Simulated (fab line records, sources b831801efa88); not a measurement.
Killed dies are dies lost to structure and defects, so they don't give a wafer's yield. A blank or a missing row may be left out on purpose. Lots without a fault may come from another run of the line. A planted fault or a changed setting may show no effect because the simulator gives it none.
A struck lot beside a sound one | flow gf180mcu | 16 steps out of a route of 602
Sound: wafers L727.3, L727.4, L727.5. Struck: wafer L733.5. (L733.1, L733.4 of the same lot were not struck and are left out.) The cause comes at the end.
At each step with rows: each side's tool, then ch and its chambers, then its first start. Under that, the readings that differ: sound wafers | struck wafers | difference of the means | sigmas: that difference in standard deviations of wafers without a fault.
alike: readings whose means differ by less than 2 such deviations, and words and numbers that are the same on both sides. not compared: withheld readings, readings that some wafer has no value for, bounds like >300 that may hide the same value, and numbers for which the record gives no deviation and whose values overlap.
The two part at a step that has a row with sigmas, a row that says differs or no value, or rows on one side only. Numbers that don't overlap but have no deviation are shown without sigmas and don't part them. A reading that every wafer of one side lacks parts them only if that side has two wafers or more.

GF_STI_THK_MEAS_02:
  sound on film_metro-04, day 1 11:32; struck on film_metro-03, day 2 17:49
  alike: STI_OXIDATION_THK
then, 1 step without rows for these wafers: GF_STI_CVD_03 (deposits Si3N4 from DCS/NH3, target thk 207.16 nm, time 3551 s).
GF_STI_THK_MEAS_04:
  sound on film_metro-04, day 1 13:54; struck on film_metro-03, day 2 20:52
  alike: STI_CVD_03_THK
then, 7 steps without rows for these wafers: GF_STI_DEHYDRATE_05 (time 60 s); GF_STI_HMDS_06 (prime time 60 s); GF_STI_COAT_07 (resist thk 700 nm); GF_STI_SOFTBAKE_08 (time 60 s); GF_STI_EXPOSE_09 (exposes mask COMP, target cd 220 nm); GF_STI_PEB_10 (peb time 90 s); GF_STI_DEVELOP_11 (develop time 60 s).
GF_STI_CD_MEAS_12: target cd 220 nm.
  sound on cd_sem-02, day 2 02:00; struck on cd_sem-02, day 3 09:29
  alike: cd_nm
GF_STI_ETCH_13: etches the open film in CHF3/O2, stops on Si, target depth 282.31 nm, time 112.9 s.
  sound on rie_diel-03 ch 0,1,3, day 2 02:05; struck on rie_diel-02 ch 1, day 3 09:36
  alike: bias_w, chf3_flow_sccm, drypump_motor_current_A, oes_product_au, run_length_s, throttle_valve_pct
  not compared: rf_hours_counter_h
GF_STI_ETCH_14: etches Si in HBr/Cl2/O2, target depth 360 nm, time 102.9 s.
  sound on rie_si-02 ch 0,1,2, day 2 02:10; struck on rie_si-02 ch 0, day 3 09:40
  reading                              | sound             | struck | difference | sigmas
  run_length_s (s)                     | 131.1 130.4 131.9 | 82.4   | -48.7      | -99 or more
  model.etch.depth_nm (nm)             | 366.8 366.1 364   | 193.8  | -171.8     |
  model.STI.feature_depth_nm (nm)      | 366.8 366.1 364   | 193.8  | -171.8     |
  model.KrF_of_STI_COAT_07.thk_nm (nm) | 315.7 318 317.9   | 375.2  | +58.0      |
  alike: drypump_motor_current_A, oes_product_au, throttle_valve_pct
  not compared: bias_w, rf_hours_counter_h
GF_STI_STRIP_15: strips in O2/N2.
  sound on plasma_asher-01 ch 0,1, day 2 02:16; struck on plasma_asher-04 ch 1, day 3 09:45
  reading                      | sound             | struck | difference | sigmas
  oes_product_au (a.u.)        | 0.383 0.384 0.382 | 0.412  | +0.029     | +6
  strip_time_to_endpoint_s (s) | 3.68 3.70 3.71    | 4.31   | +0.61      | +16
  alike: drypump_motor_current_A, heater_power_w
  not compared: rf_hours_counter_h
then, 1 step without rows for these wafers: GF_STI_CLEAN_16 (cleans in dHF, time 25 s).
-- the record jumps here: 28 days lie between the struck wafers' starts before and after (it left off in module STI and takes up again in module PASSIVATION, whose first step shown is number 602 of the route) --
GF_PASSIVATION_PROBE_99:
  sound on prober-02, day 29 01:20; struck on prober-02, day 31 02:59
  reading                                 | sound                       | struck    | difference | sigmas
  model.etest.ldpmos_10p0.r_on_ohm_um     | 1.093e+04 1.1e+04 1.108e+04 | 1.014e+04 | -8.633e+02 |
  model.etest.pwell_in_dnwell.line_ohm_um | 3862 3886 3860              | 2805      | -1064      |
  model.etest.ldnmos_10p0.r_on_ohm_um     | 3720 3733 3750              | 3117      | -617       |
  model.etest.p_drift.rs_ohm_sq           | 2433 2433 2401              | 1866      | -556       |
  model.etest.pwell_in_dnwell.rs_ohm_sq   | 2340 2348 2320              | 1726      | -610       |
  model.etest.n_drift.rs_ohm_sq           | 1178 1178 1168              | 846.8     | -327.9     |
  model.etest.nwell.line_ohm_um           | 1174 1151 1161              | 881.1     | -280.9     |
  model.etest.nwell.rs_ohm_sq             | 1002 995.4 986              | 745.8     | -248.7     |

WHERE THEY PART
First at GF_STI_ETCH_14; last, within this record, at GF_STI_STRIP_15.

WHY: what the simulator had put in
Process parameter drift: rie_si-02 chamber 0, from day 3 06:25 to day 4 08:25, at GF_STI_ETCH_14. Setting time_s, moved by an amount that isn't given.
